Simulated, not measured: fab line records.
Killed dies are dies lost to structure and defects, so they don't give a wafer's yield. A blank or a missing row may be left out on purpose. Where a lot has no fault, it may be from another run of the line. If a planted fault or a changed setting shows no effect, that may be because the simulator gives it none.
fab line records | flow sky130
record: lots: 6 wafers: 18 last_day: 50
route steps=708 shown METAL2@484
lots untouched by any fault: they come from a run of this same line in which no faults occurred
start_h: hours from the record's first day to the start of the lot's first wafer shown | wait_h: hours since the lot's step before | " repeats the value in the row above | L1.1+2: a row that stands for several wafers | - no value, or no start was given | * or withheld: withheld | < > ~ a bound
route shown NAME@n: NAME is a module with steps in the file, n the number in the route of the first one | usual: mean and standard deviation over wafers with no fault | same: alike in all rows | chamber/n: place in a boat | sites: per-site readings | _std_site: standard deviation of those values | _edge_site: inner sites' mean taken away from outer sites' mean | radius_mm: how far each site lies from the wafer's centre | mask NAME#n: copy n | behind: tool/chamber where the wafer was last shaped | hold: what put the lot on hold/how long, in hours/how the hold closed | device: which transistor (n, p or np) failed to switch | end of line: at the end of the route, the tests of the same wafers | a step without rows: its recipe alone | killed: dies lost to structure and defects at the first sort, not the wafer's yield | map: per-die view of a wafer (x killed, . not killed, _ where there is no die)
set.NAME: the run value of the setting; set.NAME@STEP: its run value at that earlier step | model.NAME: the simulator's own value behind a step, which no gauge read
lots at some steps of the route; a table a step, a row a wafer
services: from which hour (start_h, from the record's first day; less than 0 if before it) a tool's chamber was out of use, for how many hours, and why
== steps ==
step: SKY_METAL2_SPUTTER_01
recipe: material: TiN target_thk_nm: 20 power_w: 6500 time_s: 16.7 chamber_pressure_pa: 0.4
usual: throttle_valve_pct: 30.4/0.91
columns lot.wafer tool chamber start_h wait_h throttle_valve_pct
L599.2 pvd_sputter-01 - 832.78 0.0 29.0
L599.3 " - " " 31.4
L599.5 " - " " 30.7
L600.2 pvd_sputter-01 - 844.57 0.0 30.5
L600.3 " - " " 31.0
L600.5 " - " " 31.4
L601.1 pvd_sputter-01 - 850.70 0.0 30.7
L601.3 " - " " 29.2
L601.6 " - " " 30.7
L602.1 pvd_sputter-02 - 856.53 0.0 31.5
L602.3 " - " " 29.4
L602.4 " - " " 31.4
L610.2 pvd_sputter-04 - 917.43 0.0 31.3
L610.3 " - " " 29.5
L610.5 " - " " 30.9
L614.2 pvd_sputter-02 - 954.87 0.0 31.3
L614.4 " - " " 29.7
L614.6 " - " " 29.4
step: SKY_METAL2_SPUTTER_02
recipe: material: AlCu target_thk_nm: 250 power_w: 10600 time_s: 13.3 chamber_pressure_pa: 0.4
usual: throttle_valve_pct: 30.4/0.92
columns lot.wafer tool chamber start_h wait_h throttle_valve_pct
L599.2 pvd_sputter-01 - 832.81 0.0 29.4
L599.3 " - " " 31.5
L599.5 " - " " 30.7
L600.2 pvd_sputter-01 - 844.59 0.0 30.3
L600.3 " - " " 31.3
L600.5 " - " " 31.3
L601.1 pvd_sputter-01 - 850.72 0.0 30.7
L601.3 " - " " 28.8
L601.6 " - " " 30.4
L602.1 pvd_sputter-02 - 856.55 0.0 31.2
L602.3 " - " " 29.8
L602.4 " - " " 31.2
L610.2 pvd_sputter-04 - 917.46 0.0 31.2
L610.3 " - " " 29.6
L610.5 " - " " 31.4
L614.2 pvd_sputter-02 - 954.89 0.0 31.2
L614.4 " - " " 29.5
L614.6 " - " " 29.6
step: SKY_METAL2_SPUTTER_03
recipe: material: Ti target_thk_nm: 5 power_w: 3000 time_s: 3.3 chamber_pressure_pa: 0.4
usual: throttle_valve_pct: 30.4/0.88
columns lot.wafer tool chamber start_h wait_h throttle_valve_pct
L599.2 pvd_sputter-01 - 832.83 0.0 29.1
L599.3 " - " " 31.4
L599.5 " - " " 30.6
L600.2 pvd_sputter-01 - 844.62 0.0 30.5
L600.3 " - " " 31.2
L600.5 " - " " 31.3
L601.1 pvd_sputter-01 - 850.75 0.0 30.4
L601.3 " - " " 29.2
L601.6 " - " " 30.5
L602.1 pvd_sputter-02 - 856.58 0.0 31.5
L602.3 " - " " 29.6
L602.4 " - " " 31.0
L610.2 pvd_sputter-04 - 917.48 0.0 31.2
L610.3 " - " " 29.6
L610.5 " - " " 31.1
L614.2 pvd_sputter-02 - 954.92 0.0 31.3
L614.4 " - " " 29.8
L614.6 " - " " 29.7
step: SKY_METAL2_SPUTTER_04
recipe: material: TiN target_thk_nm: 70 power_w: 6500 time_s: 58.3 chamber_pressure_pa: 0.4
usual: throttle_valve_pct: 30.4/0.91
columns lot.wafer tool chamber start_h wait_h throttle_valve_pct
L599.2 pvd_sputter-01 - 832.85 0.0 29.2
L599.3 " - " " 31.4
L599.5 " - " " 30.7
L600.2 pvd_sputter-01 - 844.64 0.0 30.5
L600.3 " - " " 31.5
L600.5 " - " " 31.2
L601.1 pvd_sputter-01 - 850.77 0.0 30.8
L601.3 " - " " 29.2
L601.6 " - " " 30.5
L602.1 pvd_sputter-02 - 856.60 0.0 31.5
L602.3 " - " " 29.8
L602.4 " - " " 31.3
L610.2 pvd_sputter-04 - 917.50 0.0 31.4
L610.3 " - " " 29.7
L610.5 " - " " 31.1
L614.2 pvd_sputter-02 - 954.94 0.0 31.3
L614.4 " - " " 29.6
L614.6 " - " " 29.5
step: SKY_METAL2_RS_MEAS_05
recipe: thk_meas_gauge: four-point-probe reads: TiN_of_METAL2_SPUTTER_04+Ti_of_METAL2_SPUTTER_03+AlCu_of_METAL2_SPUTTER_02+TiN_of_METAL2_SPUTTER_01+Ti_of_METAL2_SPUTTER_00
usual: METAL2_ALCU_RS: 0.1267/0.0015
columns lot.wafer tool chamber start_h wait_h METAL2_ALCU_RS[ohm/sq]
L599.2 film_metro-04 - 832.92 0.0 0.1286
L599.3 " - " " 0.1281
L599.5 " - " " 0.1260
L600.2 film_metro-03 - 844.71 0.0 0.1251
L600.3 " - " " 0.1260
L600.5 " - " " 0.1283
L601.1 film_metro-03 - 850.82 0.0 0.1262
L601.3 " - " " 0.1268
L601.6 " - " " 0.1259
L602.1 film_metro-01 - 856.65 0.0 0.1263
L602.3 " - " " 0.1268
L602.4 " - " " 0.1238
L610.2 film_metro-04 - 917.57 0.0 0.1297
L610.3 " - " " 0.1276
L610.5 " - " " 0.1280
L614.2 film_metro-04 - 955.01 0.0 0.1223
L614.4 " - " " 0.1253
L614.6 " - " " 0.1248
step: SKY_METAL2_THK_MEAS_06
recipe: thk_meas_gauge: xrf reads: AlCu_of_METAL2_SPUTTER_02
usual: METAL2_ALCU_THK: 250/3.1
columns lot.wafer tool chamber start_h wait_h METAL2_ALCU_THK[nm]
L599.2 film_metro-04 - 833.03 0.1 246
L599.3 " - " " 248
L599.5 " - " " 251
L600.2 film_metro-03 - 844.82 0.1 253
L600.3 " - " " 249
L600.5 " - " " 246
L601.1 film_metro-03 - 850.94 0.1 250
L601.3 " - " " 248
L601.6 " - " " 250
L602.1 film_metro-01 - 856.77 0.1 252
L602.3 " - " " 252
L602.4 " - " " 257
L610.2 film_metro-04 - 917.68 0.1 246
L610.3 " - " " 249
L610.5 " - " " 248
L614.2 film_metro-04 - 955.12 0.1 258
L614.4 " - " " 253
L614.6 " - " " 253
step: SKY_METAL2_DEHYDRATE_07
recipe: temp_c: 200 time_s: 60
step: SKY_METAL2_HMDS_08
recipe: prime_time_s: 60 prime_temp_c: 120
step: SKY_METAL2_COAT_09
recipe: resist: BARC temp_c: withheld time_s: withheld spin_rpm: 3000 resist_thk_nm: 60
step: SKY_METAL2_COAT_10
recipe: resist: KrF-thick spin_rpm: 3000 resist_thk_nm: 450
step: SKY_METAL2_SOFTBAKE_11
recipe: temp_c: 100 time_s: 90 resist: KrF-thick
step: SKY_METAL2_EXPOSE_12
recipe: mask_id: MM2 na: 0.8 source_shape: annular sigma_inner: 0.55 sigma_outer: 0.85 target_cd_nm: 140 dose_mj: 28
step: SKY_METAL2_PEB_13
recipe: peb_temp_c: withheld peb_time_s: withheld resist: KrF-thick
usual: chill_plate_temp_C: * exhaust_pa: 45.1/0.91
columns lot.wafer tool chamber start_h wait_h chill_plate_temp_C exhaust_pa
L599.2 litho_track-03 0 858 - * 44.4
L599.3 " 0 " " * 45.0
L599.5 " 0 " " * 44.0
L600.2 litho_track-01 0 870 - * 47.5
L600.3 " 0 " " * 46.6
L600.5 " 0 " " * 45.3
L601.1 litho_track-01 - 876 - - -
L601.3 " - " " - -
L601.6 " - " " - -
L602.1 litho_track-03 - 881 - - -
L602.3 " - " " - -
L602.4 " - 882 - - -
L610.2 litho_track-01 0 941 - * 44.0
L610.3 " 0 " " * 44.9
L610.5 " 0 " " * 46.0
L614.2 litho_track-04 0 978 - * 44.4
L614.4 " 0 " " * 44.8
L614.6 " 0 " " * 44.2
step: SKY_METAL2_DEVELOP_14
recipe: develop_time_s: 60 resist: KrF-thick dev_temp_c: 21
== services ==
columns tool chamber start_h hours kind
pvd_sputter-04 - 835.29 12.5 repair
pvd_sputter-02 - 904.34 5.0 repair
litho_track-01 - 936.88 - consumable_replace:filter
pvd_sputter-01 - 959.15 2.2 repair
== key ==
first_sign: step: SKY_METAL2_PEB_13 reading: tool_record direction: missing
effect none on later readings
met_at SKY_METAL2_PEB_13
struck_wafers L601.1,L601.3,L601.6,L602.1,L602.3,L602.4
later_rows_left_out L601.1,L601.3,L601.6,L602.1,L602.3,L602.4
sort_left_out L601.1,L601.3,L601.6,L602.1,L602.3,L602.4
onset_between 870 876
fault: kind: skipped_step_whole tool: litho_track-01,litho_track-03 chamber: - onset_h: 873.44 steps: SKY_METAL2_PEB_13 scope: struck_lots_only
sort_left_out: the simulated sort isn't trusted on such a fault, so these wafers' sort isn't shown, and their yield isn't known
later_rows_left_out: the simulator's readings of these wafers behind a module that went badly wrong aren't trusted and aren't shown, but for the sort
